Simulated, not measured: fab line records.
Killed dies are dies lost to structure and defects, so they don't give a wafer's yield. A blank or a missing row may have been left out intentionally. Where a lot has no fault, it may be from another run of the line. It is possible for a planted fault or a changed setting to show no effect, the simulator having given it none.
The same fault as seen by 2 desks    flow sky130    each desk holds nothing but its own numbers, with what lay behind them at the end

## FOR THE TOOL OWNER'S DESK: pvd sputter-01
The tool's own readings at SKY_METAL3_SPUTTER_00 (material Ti, target thk 15 nm, time 10 s): means of the sampled wafers that have a number, for each lot that ran on this tool. Marked OUT: a lot whose mean sits more than 4 standard deviations from the usual mean, which makes it out of limits; the brackets give that distance.
Columns: A = cathode dc power W at SKY_METAL3_SPUTTER_00, usual 3000.0 W; B = throttle valve pct at SKY_METAL3_SPUTTER_00, usual 30.2 %
lot   first seen here  A                         B
L327  day 37 03:44     3000.2                    31.3
L334  day 39 10:42     3580.8 (+99 or more) OUT  29.9
L337  day 40 15:59     3581.6 (+99 or more) OUT  29.9
This desk finds L334, L337 out of limits, L334 being first, at day 39 10:42 (cathode dc power W at SKY_METAL3_SPUTTER_00). Within limits: L327.

## FROM THE METROLOGY DESK
Lot by lot, what the gauges showed, no matter which tool ran the lot: averages of those sampled wafers that carry a number. Marked OUT: a lot whose mean sits more than 4 standard deviations from the usual mean, which makes it out of limits; the brackets give that distance.
Columns: A = VIA2_OVL at SKY_VIA2_OVL_MEAS_13, usual -3 nm; B = VIA2_W_RS at SKY_VIA2_RS_MEAS_22, usual 0.275 ohm/sq; C = VIA2_W_THK at SKY_VIA2_THK_MEAS_23, usual 416 nm
lot   first seen here  A   B      C
L327  day 37 02:18     -3  0.274  414
L328  day 37 14:59     6   0.275  414
L334  day 39 09:18     -2  0.274  419
L337  day 40 14:32     -4  0.273  416
L341  day 41 10:02     -0  0.278  414
L347  day 43 04:42     1   0.270  425
This desk's finding: nothing out of limits on any of the 6 lots.

## ALL TOGETHER
On L334, L337, at day 39 10:42, an alarm was possible from the tool owner's desk.
At the metrology desk, nothing out of limits was observed.
The metrology desk has L334, L337 on record, within its limits.
On pvd sputter-01, each named lot ran SKY_METAL3_SPUTTER_00.

## WHAT THE SIMULATOR HAD PUT IN
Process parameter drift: pvd sputter-01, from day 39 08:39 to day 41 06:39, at SKY_METAL3_SPUTTER_00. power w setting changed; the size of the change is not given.
Shown lots that were struck: L334, L337.
Time in hours from fault onset to the first out-of-limits reading at each desk: the tool owner's desk, 2.
